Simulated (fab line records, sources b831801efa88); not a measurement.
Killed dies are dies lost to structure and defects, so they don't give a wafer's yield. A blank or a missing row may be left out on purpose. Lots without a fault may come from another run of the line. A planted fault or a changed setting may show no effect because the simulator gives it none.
Chamber matching | flow sky130 | SKY_CAP2M_CVD_00 on pecvd-02: 3 sister chambers
The step deposits SiO2, target thk 15.5 nm. 3 wafers are shown with their chamber, then 8 later ones without.

WAFERS WITH THEIR CHAMBER
wafer  | chamber | heater_power_w (W)
L078.1 | 2       | 568
L078.3 | 0       | 694
L078.4 | 1       | 818

WAFERS WITHOUT THEIR CHAMBER
wafer  | heater_power_w (W)
L078.5 | 569
L078.6 | 695
L085.1 | 586
L085.2 | 696
L085.3 | 722
L085.4 | 608
L085.5 | 706
L085.6 | 724

WHICH CHAMBER EACH WENT THROUGH
wafer  | from the rows above | in truth
L078.5 | 2                   | 2
L078.6 | 0                   | 0
L085.1 | 2                   | 2
L085.2 | 0                   | 0
L085.3 | 0                   | 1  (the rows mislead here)
L085.4 | 2                   | 2
L085.5 | 0                   | 0
L085.6 | 0                   | 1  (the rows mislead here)
Placed correctly: 6 of 8. Can't be placed from these rows: 0. Placed wrongly: 2.
How it was worked out, from the rows above alone: a wafer's distance from a chamber is the root of the sum, over the readings, of the square of ((its reading less the chamber's mean) divided by the reading's scatter). The wafer belongs to the nearest chamber; if the next one is less than 2 further off, it can't be placed. A chamber's mean is the mean of its shown wafers. The scatter: with one shown wafer a chamber, the root of the mean of the squares of how far each hidden wafer lies from its nearest shown one.
